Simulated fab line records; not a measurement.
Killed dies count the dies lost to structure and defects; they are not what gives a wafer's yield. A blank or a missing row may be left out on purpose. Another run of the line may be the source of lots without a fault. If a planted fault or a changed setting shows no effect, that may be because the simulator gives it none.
A lot that was struck, set against a sound lot ; flow sky130 ; 21 steps out of a route of 708
Sound: these wafers, L408.1, L408.2, L408.6. Struck: wafer L425.4 (left out: L425.5, L425.6 of the same lot, which were not struck); the cause appears at the end.
Order at every step that has rows: each side's tool, ch and its chambers, its first start. Under that, the readings that differ: sound wafers ; struck wafers ; difference of the means ; sigmas: that difference in standard deviations of wafers without a fault.
alike: same words and numbers on both sides, and readings whose means sit less than 2 such deviations apart. not compared: any withheld reading, any reading some wafer has no value for, any bound like >300 that may hide the same value, and any number with overlapping values for which the record gives no deviation.
A row with sigmas, a row that says differs or no value, or rows on one side alone: a step with any of these is where the two part. Non-overlapping numbers with no deviation appear without sigmas and do not part them. Lack of a reading on every wafer of one side parts them only where that side has two or more wafers.

first, 1 step without rows for these wafers: SKY_LDD_LDN_IMPLANT_11.
SKY_LDD_LDN_STRIP_12: strips in O2/N2.
  sound on plasmaAsher-04 ch 0,1, day 24 01:40; struck on plasmaAsher-04 ch 1, day 29 04:06
  alike: drypumpMotorCurrentA, oesProductAu, stripTimeToEndpointS
  not compared: rfHoursCounterH
SKY_LDD_LDN_TW_MEAS_13:
  sound on filmMetro-04, day 24 01:46; struck on filmMetro-02, day 29 04:11
  alike: LDD_LDN_TW
then, 2 steps without rows for these wafers: SKY_LDD_LDN_CLEAN_14 (cleans in SC1/SC2, time 150 s); SKY_SPACER_CVD_00 (deposits Si3N4 from DCS/NH3, target thk 43.1 nm, time 740 s).
SKY_SPACER_THK_MEAS_01:
  sound on filmMetro-04, day 24 04:22; struck on filmMetro-01, day 29 05:46
  alike: SPACER_CVD_00_THK
SKY_SPACER_ETCHBACK_02: etches Si3N4 in CH3F/O2, stops on SiO2, time 46.7 s, target depth 45 nm.
  sound on rieDiel-04 ch 0,2,3, day 24 04:25; struck on rieDiel-01 ch 3, day 29 05:48
reading;sound;struck;difference;sigmas
drypumpMotorCurrentA (A);5.4 5.5 5.0;6.3;+1.0;+2
throttleValvePct (%);10.566 10.573 10.575;10.549;-0.022;-2
  alike: biasW, oesProductAu
  not compared: rfHoursCounterH
then, 5 steps without rows for these wafers: SKY_POLY_CUT_DEHYDRATE_00 (time 60 s); SKY_POLY_CUT_HMDS_01 (prime time 60 s); SKY_POLY_CUT_COAT_02 (resist thk 60 nm); SKY_POLY_CUT_COAT_03 (resist thk 450 nm); SKY_POLY_CUT_SOFTBAKE_04 (time 90 s).
SKY_POLY_CUT_EXPOSE_05: exposes mask NPCM, target cd 270 nm.
  sound on krfScanner-02 ch 0, day 24 20:04; struck on krfScanner-02 ch 0, day 29 19:39
  alike: mask, exposureDoseMJCm2
then, 2 steps without rows for these wafers: SKY_POLY_CUT_PEB_06; SKY_POLY_CUT_DEVELOP_07 (develop time 60 s).
SKY_POLY_CUT_CD_MEAS_08: the cd target is 270 nm.
  sound on cdSem-02, day 25 10:56; struck on cdSem-01, day 30 09:07
reading;sound;struck;difference;sigmas
cdNm (nm);270.7 268.7 270.0;257.4;-12.4;-8
SKY_POLY_CUT_OVL_MEAS_09:
  sound on overlay-02, day 25 11:03; struck on overlay-01, day 30 09:11
  alike: POLY_CUT_OVL
SKY_POLY_CUT_ETCH_10: etches BARC in N2/H2, stops on SiO2, time 45.9 s, target depth 60 nm.
  sound on rieDiel-04 ch 0,2,3, day 25 11:05; struck on rieDiel-03 ch 2, day 30 09:13
reading;sound;struck;difference;sigmas
biasW (W);99.97 100.32 100.10;99.14;-0.99;-3
model.POLY_CUT.cdNm (nm);270.7 268.3 269.9;257.2;-12.4;
  alike: drypumpMotorCurrentA, oesProductAu, throttleValvePct
  not compared: rfHoursCounterH
SKY_POLY_CUT_ETCH_11: etches Si3N4 in CF4/CH2F2/Ar, stops on poly-Si, time 42.5 s, target depth 60 nm.
  sound on rieDiel-04 ch 0,2,3, day 25 11:08; struck on rieDiel-03 ch 2, day 30 09:15
reading;sound;struck;difference;sigmas
model.POLY_CUT.cdNm (nm);270.7 268.3 269.9;257.3;-12.3;
  alike: biasW, cf4FlowSccm, drypumpMotorCurrentA, oesProductAu, throttleValvePct
  not compared: rfHoursCounterH
SKY_POLY_CUT_STRIP_12: strips in O2/N2.
  sound on plasmaAsher-03 ch 0,1, day 25 11:10; struck on plasmaAsher-02 ch 1, day 30 09:19
  alike: drypumpMotorCurrentA, oesProductAu, stripTimeToEndpointS
  not compared: rfHoursCounterH
-- a jump in the record: the struck wafers' starts before and after are 20 days apart (it breaks off in module POLY_CUT and resumes in module PAD_OPEN, where the first step shown is number 708 of the route) --
SKY_PAD_OPEN_PROBE_99:
  sound on prober-01, day 46 19:08; struck on prober-01, day 50 01:59
  alike: killed_at_M0_to_M3, killed_at_M4_up, killedAtContacts, killedAtFrontEnd, killedAtOther, killedDies, killedOpen, killedShort

## WHERE THEY PART
At SKY_SPACER_ETCHBACK_02 first; at SKY_POLY_CUT_ETCH_10 last (within this record only). Later steps at which nothing parts them and some readings are alike: SKY_POLY_CUT_ETCH_11, SKY_POLY_CUT_STRIP_12, SKY_PAD_OPEN_PROBE_99.

WHY: whatever the simulator had introduced
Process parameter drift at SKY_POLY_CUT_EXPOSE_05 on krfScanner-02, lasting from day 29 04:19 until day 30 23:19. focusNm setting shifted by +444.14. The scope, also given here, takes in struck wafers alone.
